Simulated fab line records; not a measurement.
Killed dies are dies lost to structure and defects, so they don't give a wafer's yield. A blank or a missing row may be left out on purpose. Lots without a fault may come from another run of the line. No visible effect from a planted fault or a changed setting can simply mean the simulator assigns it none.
What tool caused it? + flow sky130 + 14 lots, 42 wafers sampled, at 4 steps of a route of 708

WHAT THE GAUGES SHOWED, per wafer
SKY_VT_ADJUST_HVTR_CD_MEAS_07: the cd target is 380 nm. Usual: cdNm at 379.6 nm, with a standard deviation of 2.5.
| lot  | measured     | on       | cdNm (nm)         | flag |
|------|--------------|----------|-------------------|------|
| L990 | day 9 17:17  | cdSem-01 | 379.1 380.2 377.1 |      |
| L992 | day 10 02:25 | cdSem-01 | 383.8 383.9 385.2 |      |
| L991 | day 10 02:50 | cdSem-01 | 377.4 377.3 377.3 |      |
| L993 | day 10 11:09 | cdSem-01 | 377.7 374.4 375.2 |      |
| L994 | day 10 17:47 | cdSem-01 | 380.2 383.6 379.9 |      |
| L995 | day 11 03:58 | cdSem-01 | - - -             | OFF  |
| L996 | day 11 14:35 | cdSem-01 | - - -             | OFF  |
| L998 | day 12 03:05 | cdSem-02 | 380.5 381.8 383.9 |      |
| L999 | day 12 10:02 | cdSem-01 | 382.3 385.2 385.2 |      |
| L106 | day 14 08:49 | cdSem-02 | 380.4 379.5 380.9 |      |
| L108 | day 14 19:50 | cdSem-01 | 380.6 381.1 378.7 |      |
| L110 | day 15 16:53 | cdSem-02 | 378.4 382.3 381.7 |      |
| L112 | day 16 08:30 | cdSem-02 | 381.4 380.3 379.9 |      |
| L113 | day 16 11:04 | cdSem-02 | 380.0 382.2 377.7 |      |

SKY_LI_CONTACT_OVL_MEAS_13. Usual: for LI_CONTACT_OVL the level is 1 nm and the standard deviation is 5.6.
| lot  | measured     | on         | LI_CONTACT_OVL (nm) | flag |
|------|--------------|------------|---------------------|------|
| L990 | day 29 11:25 | overlay-01 | 1 1 8               |      |
| L992 | day 30 03:46 | overlay-02 | -2 0 7              |      |
| L991 | day 30 02:10 | overlay-02 | 0 -18 -7            |      |
| L993 | day 30 04:56 | overlay-01 | 5 8 8               |      |
| L994 | day 30 15:17 | overlay-01 | -3 -7 -2            |      |
| L995 | day 31 04:43 | overlay-01 | 4 5 7               |      |
| L996 | day 31 15:01 | overlay-01 | -9 3 -4             |      |
| L998 | day 32 07:40 | overlay-01 | -3 5 6              |      |
| L999 | day 32 10:52 | overlay-01 | -10 -1 1            |      |
| L106 | day 34 12:23 | overlay-01 | -4 15 4             |      |
| L108 | day 34 23:43 | overlay-01 | 3 5 1               |      |
| L110 | day 35 17:33 | overlay-02 | 2 1 -3              |      |
| L112 | day 36 16:28 | overlay-01 | 6 -6 3              |      |
| L113 | day 36 16:43 | overlay-02 | -4 11 4             |      |

TOOL THAT RAN EACH LOT (tool first, then ch and the chambers of the sampled wafers, then the start)
| lot  | SKY_NWELL_STRIP_14                  | SKY_VT_ADJUST_HVTR_EXPOSE_04       |
|------|-------------------------------------|------------------------------------|
| L990 | plasmaAsher-03 ch 0,1, day 4 16:35  | ilineStepper-02 ch 0, day 9 06:21  |
| L992 | plasmaAsher-03 ch 0,1, day 5 00:04  | ilineStepper-01 ch 0, day 9 16:22  |
| L991 | plasmaAsher-04 ch 0,1, day 5 00:25  | ilineStepper-02 ch 0, day 9 16:40  |
| L993 | plasmaAsher-02 ch 0,1, day 5 07:09  | ilineStepper-02 ch 0, day 9 23:32  |
| L994 | plasmaAsher-04 ch 0,1, day 5 12:54  | ilineStepper-01 ch 0, day 10 06:19 |
| L995 | plasmaAsher-04 ch 1, day 5 19:37    | ilineStepper-02, day 10 16:15      |
| L996 | plasmaAsher-04 ch 0,1, day 6 04:34  | ilineStepper-02, day 11 03:20      |
| L998 | plasmaAsher-02 ch 0,1, day 6 15:32  | ilineStepper-02 ch 0, day 11 15:27 |
| L999 | plasmaAsher-04 ch 0,1, day 6 20:47  | ilineStepper-02 ch 0, day 11 22:44 |
| L106 | plasmaAsher-02 ch 0,1, day 8 12:49  | ilineStepper-02 ch 0, day 13 20:37 |
| L108 | plasmaAsher-02 ch 0,1, day 8 21:08  | ilineStepper-01 ch 0, day 14 07:35 |
| L110 | plasmaAsher-02 ch 0,1, day 9 11:17  | ilineStepper-02 ch 0, day 15 02:56 |
| L112 | plasmaAsher-04 ch 0,1, day 9 23:14  | ilineStepper-02 ch 0, day 15 18:34 |
| L113 | plasmaAsher-02 ch 0,1, day 10 03:13 | ilineStepper-02 ch 0, day 15 21:31 |
- SKY_NWELL_STRIP_14: strips in O2/N2.
- SKY_VT_ADJUST_HVTR_EXPOSE_04: exposes mask HVTRM, target cd 380 nm.

AS READ BY THE TOOLS THEMSELVES (means over the sampled wafers that have a number; for cases with no such wafer, the mark the record gives instead)
SKY_NWELL_STRIP_14. Usual: drypumpMotorCurrentA 5.59 A, standard deviation 0.29; n2FlowSccm 299.9 sccm, standard deviation 0.85; oesProductAu 0.723 a.u., standard deviation 0.0046; stripTimeToEndpointS 36.93 s, standard deviation 0.094.
| lot  | tool           | drypumpMotorCurrentA (A) | n2FlowSccm (sccm) | oesProductAu (a.u.) | stripTimeToEndpointS (s) | flag |
|------|----------------|--------------------------|-------------------|---------------------|--------------------------|------|
| L990 | plasmaAsher-03 | 5.52                     | 299.9             | 0.721               | 37.01                    |      |
| L992 | plasmaAsher-03 | 5.53                     | 300.5             | 0.723               | 36.99                    |      |
| L991 | plasmaAsher-04 | 5.42                     | 300.5             | 0.725               | 36.99                    |      |
| L993 | plasmaAsher-02 | 5.90                     | 299.8             | 0.725               | 36.86                    |      |
| L994 | plasmaAsher-04 | 5.25                     | 299.6             | 0.720               | 37.05                    |      |
| L995 | plasmaAsher-04 | 5.13                     | 300.1             | 0.725               | 36.74                    |      |
| L996 | plasmaAsher-04 | 5.30                     | 299.9             | 0.725               | 37.02                    |      |
| L998 | plasmaAsher-02 | 5.81                     | 299.2             | 0.723               | 36.88                    |      |
| L999 | plasmaAsher-04 | 5.44                     | 299.2             | 0.720               | 36.95                    |      |
| L106 | plasmaAsher-02 | 5.90                     | 299.5             | 0.723               | 36.89                    |      |
| L108 | plasmaAsher-02 | 5.83                     | 298.9             | 0.726               | 37.05                    |      |
| L110 | plasmaAsher-02 | 5.80                     | 300.8             | 0.722               | 36.96                    |      |
| L112 | plasmaAsher-04 | 5.28                     | 299.8             | 0.719               | 36.82                    |      |
| L113 | plasmaAsher-02 | 5.83                     | 299.2             | 0.722               | 36.95                    |      |

SKY_VT_ADJUST_HVTR_EXPOSE_04. Usual: exposureDoseMJCm2 149.54, standard deviation 0.16; focusOffsetNm 0.1 nm, standard deviation 0.56.
| lot  | tool            | exposureDoseMJCm2 | focusOffsetNm (nm) | flag |
|------|-----------------|-------------------|--------------------|------|
| L990 | ilineStepper-02 | 149.59            | -0.5               |      |
| L992 | ilineStepper-01 | 149.52            | 0.2                |      |
| L991 | ilineStepper-02 | 149.66            | 0.6                |      |
| L993 | ilineStepper-02 | 149.46            | -0.1               |      |
| L994 | ilineStepper-01 | 149.75            | 0.1                |      |
| L995 | ilineStepper-02 | -                 | -                  | OFF  |
| L996 | ilineStepper-02 | -                 | -                  | OFF  |
| L998 | ilineStepper-02 | 149.33            | 0.3                |      |
| L999 | ilineStepper-02 | 149.65            | -0.8               |      |
| L106 | ilineStepper-02 | 149.49            | -0.0               |      |
| L108 | ilineStepper-01 | 149.39            | 0.4                |      |
| L110 | ilineStepper-02 | 149.68            | 0.0                |      |
| L112 | ilineStepper-02 | 149.51            | 0.6                |      |
| L113 | ilineStepper-02 | 149.57            | -0.1               |      |

THE ANSWER, worked out from the rows above alone
Rule: a lot is off if the mean of its wafers that have a number lies more than 3 standard deviations from the usual mean. A lot without any number at a reading at which 4 lots or more have one is off too. The other lots that the step has rows for count as sound. After the gauges, taken in route order, come the tools' own readings; for these a lot's mean is taken, as printed above. At the first step where some lot is off, the reading lying furthest off is the one used; lots without a number count as furthest.
Off: L995, L996 (SKY_VT_ADJUST_HVTR_CD_MEAS_07, cdNm). Without a number there: L995, L996.
If a tool, at a process step before that reading, ran all the lots that are off and no sound lot after the first of them, it fits. The gauges at SKY_VT_ADJUST_HVTR_CD_MEAS_07 aren't tried: what is off there is off at SKY_VT_ADJUST_HVTR_EXPOSE_04 too, on other tools, and a gauge's error can't cause that. No candidate that was tried fits.

WHAT THE SIMULATOR HAD INSERTED
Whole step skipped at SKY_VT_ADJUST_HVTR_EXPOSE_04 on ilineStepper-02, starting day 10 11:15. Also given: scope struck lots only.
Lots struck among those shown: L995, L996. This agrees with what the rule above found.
